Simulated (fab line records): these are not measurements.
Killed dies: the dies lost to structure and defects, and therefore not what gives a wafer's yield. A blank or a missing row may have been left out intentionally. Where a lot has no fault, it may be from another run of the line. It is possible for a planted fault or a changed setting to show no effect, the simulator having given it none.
Which tool was responsible?	flow gf180mcu	13 lots with 39 wafers sampled at 2 steps, on a route of 602 steps

## WHAT THE GAUGES READ, wafer by wafer
GF_VT_IMPLANT_RS_MEAS_48: measurement is done with a four-point probe. Usual: LVPWELL_RS gives 1196 ohm/sq (standard deviation 3.3).
lot	measured	on	LVPWELL_RS (ohm/sq)	flag
L507	day 7 09:56	film-metro-01	1195 1192 1194	
L510	day 8 07:01	film-metro-01	1197 1198 1199	
L511	day 8 16:35	film-metro-03	1195 1199 1198	
L512	day 8 20:24	film-metro-01	1199 1196 1200	
L513	day 9 04:15	film-metro-01	1196 1199 1195	
L515	day 9 16:07	film-metro-04	1194 1193 1197	
L521	day 11 13:23	film-metro-04	1210 1205 1211	OFF
L522	day 11 18:17	film-metro-04	1217 1217 1219	OFF
L524	day 12 11:21	film-metro-01	1191 1193 1191	
L525	day 12 15:02	film-metro-03	1198 1201 1198	
L526	day 12 21:22	film-metro-04	1193 1191 1192	
L528	day 13 10:30	film-metro-03	1190 1190 1190	
L529	day 13 16:02	film-metro-04	1199 1194 1196	

## WHAT TOOL EACH LOT RAN ON (gives the tool, then ch and the chambers of the sampled wafers, and finally the start)
lot	GF_LVPWELL_IMPLANT_09
L507	implanter-01 ch 0, day 3 19:40
L510	implanter-02 ch 0, day 4 12:47
L511	implanter-02 ch 0, day 4 20:43
L512	implanter-01 ch 0, day 4 23:59
L513	implanter-02 ch 0, day 5 05:55
L515	implanter-02 ch 0, day 5 15:19
L521	implanter-02 ch 0, day 7 05:22
L522	implanter-02 ch 0, day 7 08:46
L524	implanter-01 ch 0, day 7 21:47
L525	implanter-03 ch 0, day 8 02:10
L526	implanter-01 ch 0, day 8 06:40
L528	implanter-03 ch 0, day 8 19:35
L529	implanter-03 ch 0, day 9 00:16
- GF_LVPWELL_IMPLANT_09

## AS READ BY THE TOOLS THEMSELVES (means over the sampled wafers that have a number; for cases with no such wafer, the mark the record gives instead)
The record holds no such reading with a usual standard deviation.

## THE ANSWER, worked out from the rows above alone
Rule: lot off if the mean of its wafers having a number is beyond 3 standard deviations from the usual mean. A lot without any number at a reading at which 4 lots or more have one is off too. The other lots that the step has rows for count as sound. Order of review: gauges by route order, followed by the tools' own readings, for which a lot's mean as printed above is used. At the first step where some lot is off, the reading lying furthest off is the one used; lots without a number count as furthest.
Off: L521, L522, seen at GF_VT_IMPLANT_RS_MEAS_48 (LVPWELL_RS).
If a tool, at a process step before that reading, ran all the lots that are off and no sound lot after the first of them, it fits. Gauges at GF_VT_IMPLANT_RS_MEAS_48: tried the same way as those tools. One fits: implanter-02 at GF_LVPWELL_IMPLANT_09. Its last sound lot is L515 (day 5 15:19), its first lot that is off L521 (day 7 05:22): a fault that began between those two fits.

## WHAT WAS PUT IN BY THE SIMULATOR
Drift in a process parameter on implanter-02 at GF_LVPWELL_IMPLANT_09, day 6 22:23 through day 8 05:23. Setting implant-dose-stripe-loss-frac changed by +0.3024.
Shown lots that were struck: L521, L522. Same finding as the rule above.
